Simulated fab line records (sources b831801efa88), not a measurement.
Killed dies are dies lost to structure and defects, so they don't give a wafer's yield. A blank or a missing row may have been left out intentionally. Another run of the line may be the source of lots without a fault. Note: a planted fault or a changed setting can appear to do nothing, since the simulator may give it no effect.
A struck lot beside a sound one + flow sfq_line + 15 steps out of a route of 325
Sound: these wafers, L441.3, L441.4, L441.5. Struck: wafers L453.1, L453.2, L453.5. The cause is given at the end.
For every step that has rows: the tool of each side, followed by ch and its chambers, followed by its first start. Under that, the readings that differ: sound wafers + struck wafers + difference of the means + sigmas: that difference in standard deviations of wafers without a fault.
alike: same words and numbers on both sides, and readings whose means sit less than 2 such deviations apart. not compared: any withheld reading, any reading some wafer has no value for, any bound like >300 that may hide the same value, and any number with overlapping values for which the record gives no deviation.
A row with sigmas, a row that says differs or no value, or rows on one side alone: a step with any of these is where the two part. When numbers do not overlap yet have no deviation, they are printed without sigmas and do not part them. A reading that every wafer of one side lacks parts them only if that side has two wafers or more.

first, 1 step without rows for these wafers: SFQ_TRILAYER_M2_STRIP_SOLV_CLEAN_062 (cleans in NMP, time 600 s).
SFQ_TRILAYER_I2_DEP_PECVD_063: deposits SiO2 from SiH4/N2O, time 111.11 s, target thk 500 nm.
  sound on pecvd-02 ch 0,1,2, day 27 09:30; struck on pecvd-02 ch 1,2, day 36 02:23
  alike: heater_power_w, susceptor_temp_C, throttle_valve_pct
SFQ_TRILAYER_I2_CMP_CMP_064: polishes SiO2.
  sound on cmp-01 ch 1,2, day 27 09:35; struck on cmp-02 ch 1,2, day 36 05:44
| reading             | sound       | struck         | difference | sigmas |
|---------------------|-------------|----------------|------------|--------|
| motor_current_A (A) | 8.6 9.4 9.2 | 10.5 10.9 11.8 | +2.0       | +2     |
  alike: time_to_endpoint_s
SFQ_I2_BOW_MEAS_917:
  struck on film_metro-04, day 36 08:44; sound on film_metro-04, day 27 12:37
  alike: I2_BOW
SFQ_TRILAYER_I2_METRO_MEASURE_065:
  struck on film_metro-04, day 36 08:52; sound on film_metro-04, day 27 13:06
  alike: thk_nm
then, 6 steps without rows for these wafers: SFQ_TRILAYER_I2_VIA_LITHO_COAT_072 (resist thk 62 nm); SFQ_TRILAYER_I2_VIA_LITHO_COAT_067 (resist thk 650 nm); SFQ_TRILAYER_I2_VIA_LITHO_SOFTBAKE_071; SFQ_TRILAYER_I2_VIA_LITHO_EXPOSE_068 (exposes mask I2, target cd 500 nm); SFQ_TRILAYER_I2_VIA_LITHO_PEB_070 (peb time 60 s); SFQ_TRILAYER_I2_VIA_LITHO_DEVELOP_069 (time 60 s).
-- the record jumps here: 6 days lie between the struck wafers' starts before and after --
SFQ_I2_OVL_MEAS_918:
  struck on overlay-01, day 42 04:31; sound on overlay-02, day 33 10:12
  alike: I2_OVL
SFQ_TRILAYER_I2_VIA_BARC_OPEN_VIA_ETCH_096: etches BARC in O2, target depth 125 nm, time 41.7 s.
  sound on rie_diel-04 ch 0,1,3, day 33 10:13; struck on rie_diel-04 ch 1,2,3, day 42 04:33
| reading                                                 | sound             | struck            | difference | sigmas |
|---------------------------------------------------------|-------------------|-------------------|------------|--------|
| oes_product_au (a.u.)                                   | 0.682 0.683 0.680 | 0.735 0.722 0.732 | +0.048     | +11    |
| run_length_s (s)                                        | 69.9 69.7 70.7    | 67.3 66.3 66.9    | -3.3       | -7     |
| model.KrF_of_TRILAYER_I2_VIA_LITHO_COAT_067.thk_nm (nm) | 573 572.3 569.7   | 577.3 577.5 577.9 | +5.9       |        |
  alike: drypump_motor_current_A
  not compared: rf_hours_counter_h
SFQ_TRILAYER_I2_VIA_ETCH_VIA_ETCH_070: etches SiO2 in CHF3, stops on Nb, target depth 260 nm.
  sound on rie_diel-04 ch 0,1,3, day 33 10:16; struck on rie_diel-04 ch 1,2,3, day 42 04:35
| reading                                                 | sound             | struck          | difference | sigmas |
|---------------------------------------------------------|-------------------|-----------------|------------|--------|
| model.KrF_of_TRILAYER_I2_VIA_LITHO_COAT_067.thk_nm (nm) | 529.5 527.9 526.3 | 533.1 533 533.1 | +5.2       |        |
  alike: drypump_motor_current_A, oes_product_au
SFQ_TRILAYER_I2_VIA_STRIP_STRIP_071: strips in O2.
  sound on rie_metal-04 ch 0,1, day 33 10:34; struck on rie_metal-04 ch 0, day 42 04:42
  alike: drypump_motor_current_A, oes_product_au
  not compared: rf_hours_counter_h

WHERE THEY PART
At SFQ_TRILAYER_I2_CMP_CMP_064 first; at SFQ_TRILAYER_I2_VIA_BARC_OPEN_VIA_ETCH_096 last (within this record only). Later steps at which nothing parts them and some readings are alike: SFQ_TRILAYER_I2_VIA_ETCH_VIA_ETCH_070, SFQ_TRILAYER_I2_VIA_STRIP_STRIP_071.

WHY: what the simulator had put in
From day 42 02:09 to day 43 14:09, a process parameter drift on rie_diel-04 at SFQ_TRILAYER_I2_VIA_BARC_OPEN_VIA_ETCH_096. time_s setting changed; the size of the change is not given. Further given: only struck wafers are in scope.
